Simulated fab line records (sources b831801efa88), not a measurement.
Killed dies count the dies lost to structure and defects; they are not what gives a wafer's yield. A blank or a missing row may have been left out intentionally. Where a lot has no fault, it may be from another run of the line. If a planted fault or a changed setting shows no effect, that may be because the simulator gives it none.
What tool caused it? ; flow sky130 ; 36 wafers from 12 lots sampled at 6 of the route's 708 steps

== WHAT EACH GAUGE READ, for each wafer ==
SKY_LI_CONTACT_RS_MEAS_22: uses a four-point probe to measure. Usual: for LI_CONTACT_W_RS the level is 0.284 ohm/sq and the standard deviation is 0.0053.
lot;measured;on;LI_CONTACT_W_RS (ohm/sq);flag
L259;day 29 11:32;film-metro-04;0.288 0.285 0.289;
L260;day 29 20:20;film-metro-04;0.285 0.281 0.279;
L261;day 30 04:01;film-metro-04;0.277 0.281 0.277;
L262;day 30 05:59;film-metro-04;0.289 0.288 0.286;
L263;day 30 15:00;film-metro-03;0.292 0.292 0.294;
L265;day 31 09:05;film-metro-01;0.281 0.289 0.281;
L267;day 32 03:25;film-metro-04;0.288 0.295 0.284;
L268;day 32 04:11;film-metro-04;0.288 0.280 0.278;
L270;day 32 19:10;film-metro-01;0.278 0.275 0.275;
L278;day 35 13:16;film-metro-03;0.283 0.262 0.283;
L280;day 35 21:14;film-metro-04;0.281 0.261 0.284;
L281;day 36 06:03;film-metro-04;0.285 0.286 0.289;

SKY_LI_CONTACT_THK_MEAS_23: measures by xrf. Usual: for LI_CONTACT_W_THK the level is 393 nm and the standard deviation is 7.8.
lot;measured;on;LI_CONTACT_W_THK (nm);flag
L259;day 29 11:39;film-metro-04;385 388 384;
L260;day 29 20:28;film-metro-04;391 395 398;
L261;day 30 04:07;film-metro-04;410 402 411;
L262;day 30 06:06;film-metro-04;394 393 396;
L263;day 30 15:07;film-metro-03;381 378 377;
L265;day 31 09:11;film-metro-01;396 383 392;
L267;day 32 03:31;film-metro-04;393 381 397;
L268;day 32 04:19;film-metro-04;391 403 403;
L270;day 32 19:17;film-metro-01;401 406 405;
L278;day 35 13:23;film-metro-03;392 418 389;
L280;day 35 21:22;film-metro-04;398 428 395;
L281;day 36 06:09;film-metro-04;396 395 391;

SKY_VIA1_CD_MEAS_12: target cd 150 nm. Usual: cd-nm at 150.4 nm, with a standard deviation of 1.8.
lot;measured;on;cd-nm (nm);flag
L259;day 34 06:38;cd-sem-02;151.3 153.5 151.7;
L260;day 34 15:11;cd-sem-02;150.4 149.8 150.0;
L261;day 34 21:31;cd-sem-02;149.7 149.4 150.3;
L262;day 34 23:04;cd-sem-01;148.9 150.4 151.2;
L263;day 35 08:40;cd-sem-02;148.2 150.3 150.2;
L265;day 36 01:04;cd-sem-02;151.3 150.0 151.1;
L267;day 36 18:22;cd-sem-01;151.6 151.0 151.4;
L268;day 36 19:46;cd-sem-01;148.9 149.5 150.1;
L270;day 37 08:44;cd-sem-01;150.6 148.9 152.3;
L278;day 40 00:07;cd-sem-01;153.2 153.1 155.3;
L280;day 40 07:28;cd-sem-01;152.8 153.3 153.4;
L281;day 40 16:14;cd-sem-02;151.4 151.1 148.8;

== WHICH TOOL RAN EACH LOT (tool, then ch and the chambers of the sampled wafers, then the start) ==
lot;SKY_LI_CONTACT_CVD_21;SKY_METAL1_SPUTTER_00;SKY_METAL1_SPUTTER_01
L259;cvd-w-02 ch 0,1, day 29 11:24;pvd-sputter-04, day 31 23:29;pvd-sputter-04, day 31 23:30
L260;cvd-w-01 ch 0,1, day 29 20:13;pvd-sputter-02, day 32 07:10;pvd-sputter-02, day 32 07:11
L261;cvd-w-01 ch 0,1, day 30 03:54;pvd-sputter-01, day 32 14:27;pvd-sputter-01, day 32 14:28
L262;cvd-w-02 ch 0,1, day 30 05:51;pvd-sputter-02, day 32 16:35;pvd-sputter-02, day 32 16:37
L263;cvd-w-02 ch 1, day 30 14:51;pvd-sputter-01, day 33 01:07;pvd-sputter-01, day 33 01:08
L265;cvd-w-02 ch 0,1, day 31 08:58;pvd-sputter-01, day 33 18:46;pvd-sputter-01, day 33 18:47
L267;cvd-w-02 ch 0,1, day 32 03:16;pvd-sputter-02, day 34 12:25;pvd-sputter-02, day 34 12:27
L268;cvd-w-01 ch 0,1, day 32 04:04;pvd-sputter-01, day 34 13:46;pvd-sputter-01, day 34 13:47
L270;cvd-w-01 ch 0,1, day 32 19:02;pvd-sputter-02, day 35 03:34;pvd-sputter-02, day 35 03:35
L278;cvd-w-01 ch 0,1, day 35 13:08;pvd-sputter-02, day 37 19:49;pvd-sputter-02, day 37 19:50
L280;cvd-w-01 ch 0,1, day 35 21:07;pvd-sputter-01, day 38 04:41;pvd-sputter-01, day 38 04:43
L281;cvd-w-02 ch 0,1, day 36 05:56;pvd-sputter-01, day 38 13:29;pvd-sputter-01, day 38 13:31
- SKY_LI_CONTACT_CVD_21: deposits W, target thk 400 nm, time 120.56 s.
- SKY_METAL1_SPUTTER_00: material Ti, target thk 15 nm, time 10 s.
- SKY_METAL1_SPUTTER_01: material TiN, target thk 20 nm, time 16.7 s.

== AS READ BY THE TOOLS THEMSELVES (means over the sampled wafers that have a number; for cases with no such wafer, the mark the record gives instead) ==
SKY_LI_CONTACT_CVD_21. Usual: chamber-pressure-Torr 40.01 Torr, standard deviation 0.093; heater-power-w 850 W, standard deviation 77.
lot;tool;chamber-pressure-Torr (Torr);heater-power-w (W);flag
L259;cvd-w-02;40.02;876;
L260;cvd-w-01;40.04;838;
L261;cvd-w-01;39.98;832;
L262;cvd-w-02;40.05;886;
L263;cvd-w-02;40.06;963;
L265;cvd-w-02;40.00;817;
L267;cvd-w-02;40.11;882;
L268;cvd-w-01;40.05;831;
L270;cvd-w-01;39.98;843;
L278;cvd-w-01;41.88;866;OFF
L280;cvd-w-01;41.88;859;OFF
L281;cvd-w-02;40.05;901;

SKY_METAL1_SPUTTER_00. Usual: throttle-valve-pct at 29.7 %, with a standard deviation of 0.74.
lot;tool;throttle-valve-pct (%);flag
L259;pvd-sputter-04;28.6;
L260;pvd-sputter-02;30.3;
L261;pvd-sputter-01;29.8;
L262;pvd-sputter-02;30.2;
L263;pvd-sputter-01;29.7;
L265;pvd-sputter-01;29.2;
L267;pvd-sputter-02;29.6;
L268;pvd-sputter-01;30.0;
L270;pvd-sputter-02;29.8;
L278;pvd-sputter-02;30.0;
L280;pvd-sputter-01;29.8;
L281;pvd-sputter-01;29.4;

SKY_METAL1_SPUTTER_01. Usual: throttle-valve-pct at 29.7 %, with a standard deviation of 0.75.
lot;tool;throttle-valve-pct (%);flag
L259;pvd-sputter-04;28.6;
L260;pvd-sputter-02;30.3;
L261;pvd-sputter-01;30.0;
L262;pvd-sputter-02;30.2;
L263;pvd-sputter-01;29.6;
L265;pvd-sputter-01;29.1;
L267;pvd-sputter-02;29.6;
L268;pvd-sputter-01;29.9;
L270;pvd-sputter-02;30.0;
L278;pvd-sputter-02;30.1;
L280;pvd-sputter-01;29.9;
L281;pvd-sputter-01;29.3;

== THE ANSWER, worked out from the rows above alone ==
Rule: take the mean of a lot's wafers that have a number; if it is more than 3 standard deviations from the usual mean, the lot is off. A lot without any number at a reading at which 4 lots or more have one is off too. All remaining lots with rows at the step are treated as sound. Order of review: gauges by route order, followed by the tools' own readings, for which a lot's mean as printed above is used. The first step at which some lot is off is used, and at that step the reading that is off furthest; a lot without a number counts as furthest.
Off: L278, L280 (SKY_LI_CONTACT_CVD_21, chamber-pressure-Torr).
A tool fits if, at that step or a process step before it, it ran every lot that is off, and no sound lot after the first of them. One fits: cvd-w-01 at SKY_LI_CONTACT_CVD_21. A fault onset in the window from L270 (day 32 19:02, its last sound lot) to L278 (day 35 13:08, its first lot off) fits.
The tool's own readings at SKY_LI_CONTACT_CVD_21 bear it out: on the lots that are off they differ by more than 5 times the standard deviation of the sound lots' means. chamber-pressure-Torr reads 41.88 Torr there against 40.03 Torr on the sound lots.

== WHAT THE SIMULATOR PUT IN ==
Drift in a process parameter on cvd-w-01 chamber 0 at SKY_LI_CONTACT_CVD_21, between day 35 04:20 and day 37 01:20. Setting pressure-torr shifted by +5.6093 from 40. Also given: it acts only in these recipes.
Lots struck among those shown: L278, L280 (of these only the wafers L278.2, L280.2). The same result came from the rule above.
